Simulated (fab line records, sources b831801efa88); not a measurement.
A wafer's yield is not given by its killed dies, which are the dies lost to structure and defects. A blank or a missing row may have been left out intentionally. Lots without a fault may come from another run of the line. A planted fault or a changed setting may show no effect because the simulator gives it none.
A struck lot beside a sound one :: flow gf180mcu :: 14 out of 602 route steps
Sound: these wafers, L813.2, L813.4, L813.5. Wafers struck: L818.1, L818.2, L818.4. Last of all comes the cause.
At each step with rows: each side's tool, then ch and its chambers, then its first start. Under that, the readings that differ: sound wafers :: struck wafers :: difference of the means :: sigmas: that difference in standard deviations of wafers without a fault.
alike: readings whose means differ by less than 2 such deviations, and words and numbers that are the same on both sides. not compared: withheld readings, readings that some wafer has no value for, bounds like >300 that may hide the same value, and numbers for which the record gives no deviation and whose values overlap.
The two part at a step that has a row with sigmas, a row that says differs or no value, or rows on one side only. Numbers that have no deviation but don't overlap get no sigmas and don't part them. A reading missing from all wafers of one side parts the sides only when that side holds two or more wafers.

GF_HV_LDD_CD_MEAS_46: target cd 400 nm.
  sound on cdSem-01, day 15 00:47; struck on cdSem-01, day 16 16:52
  alike: cdNm
GF_HV_LDD_OVL_MEAS_47:
  sound on overlay-02, day 15 00:54; struck on overlay-01, day 16 16:59
  alike: HV_LDD_03_OVL
after that, 1 step had no rows for these wafers: GF_HV_LDD_IMPLANT_48.
GF_HV_LDD_STRIP_49: strips in O2/N2.
  sound on plasmaAsher-01 ch 0,1, day 15 01:05; struck on plasmaAsher-04 ch 0,1, day 16 17:11
  alike: drypumpMotorCurrentA, heaterPowerW, o2FlowSccm, oesProductAu, stripTimeToEndpointS
  not compared: rfHoursCounterH
GF_HV_LDD_TW_MEAS_50:
  sound on filmMetro-03, day 15 01:11; struck on filmMetro-02, day 16 17:17
  alike: HV_LDD_4_TW
then, 1 step without rows for these wafers: GF_HV_LDD_CLEAN_51 (cleans in SC1/SC2, time 150 s).
GF_HV_LDD_RTA_52: time 10.27 s.
  sound on rtpAnneal-02 ch 0, day 15 01:19; struck on rtpAnneal-02 ch 0, day 16 17:23
  alike: lampPowerPct, wafer_temp_C_max
GF_HV_LDD_RS_MEAS_53: a four-point-probe measurement.
  sound on filmMetro-03, day 15 01:23; struck on filmMetro-03, day 16 17:28
reading: HV_LDD_RS (ohm/sq)
sound: 415.9 418.1 417.5
struck: 419.1 419.9 418.9
difference: +2.1
sigmas: +2
then, 1 step without rows for these wafers: GF_HV_LDD_CVD_54 (deposits SiO2 from TEOS, target thk 10 nm, time 75 s).
GF_HV_LDD_THK_MEAS_55:
  sound on filmMetro-01, day 15 02:31; struck on filmMetro-03, day 16 18:36
  alike: HV_LDD_CVD_54_THK
then, 1 step without rows for these wafers: GF_HV_LDD_CVD_56 (deposits Si3N4 from DCS/NH3, target thk 90 nm, time 1543 s).
GF_HV_LDD_THK_MEAS_57:
  sound on filmMetro-01, day 15 04:00; struck on filmMetro-03, day 16 20:05
  alike: HV_LDD_CVD_56_THK
GF_HV_LDD_ETCHBACK_58: etches Si3N4 in CH3F/O2, stops on SiO2, time 100 s, target depth 90 nm.
  sound on rieDiel-01 ch 1,2,3, day 15 04:03; struck on rieDiel-01 ch 1,2,3, day 16 20:09
reading: oesProductAu (a.u.)
sound: 0.847 0.848 0.845
struck: 1.001 0.989 0.989
difference: +0.146
sigmas: +27

reading: runLengthS (s)
sound: 128.9 127.9 127.5
struck: 101.1 100.7 101.6
difference: -27.0
sigmas: -54

reading: throttleValvePct (%)
sound: 10.563 10.566 10.567
struck: 10.582 10.594 10.578
difference: +0.019
sigmas: +2

reading: model.etch.depthNm (nm)
sound: 90.41 90.54 90.3
struck: 86.91 86.15 85.82
difference: -4.12
sigmas: 

reading: model.SiO2_of_HV_LDD_CVD_54.thkNm (nm)
sound: 7.645 7.585 7.685
struck: 8 8.136 8.091
difference: +0
sigmas: 
  alike: O2_flow_sccm, drypumpMotorCurrentA
  not compared: rfHoursCounterH
-- the record jumps here: 16 days lie between the struck wafers' starts before and after (it left off in module HV_LDD and takes up again in module PASSIVATION, whose first step shown is number 602 of the route) --
GF_PASSIVATION_PROBE_99:
  the record has rows for the struck wafers here (prober-01, day 32 19:59) and none for the sound ones

WHERE THEY PART
At GF_HV_LDD_RS_MEAS_53 first; at GF_PASSIVATION_PROBE_99 last (within this record only).

WHY: what had been put in by the simulator
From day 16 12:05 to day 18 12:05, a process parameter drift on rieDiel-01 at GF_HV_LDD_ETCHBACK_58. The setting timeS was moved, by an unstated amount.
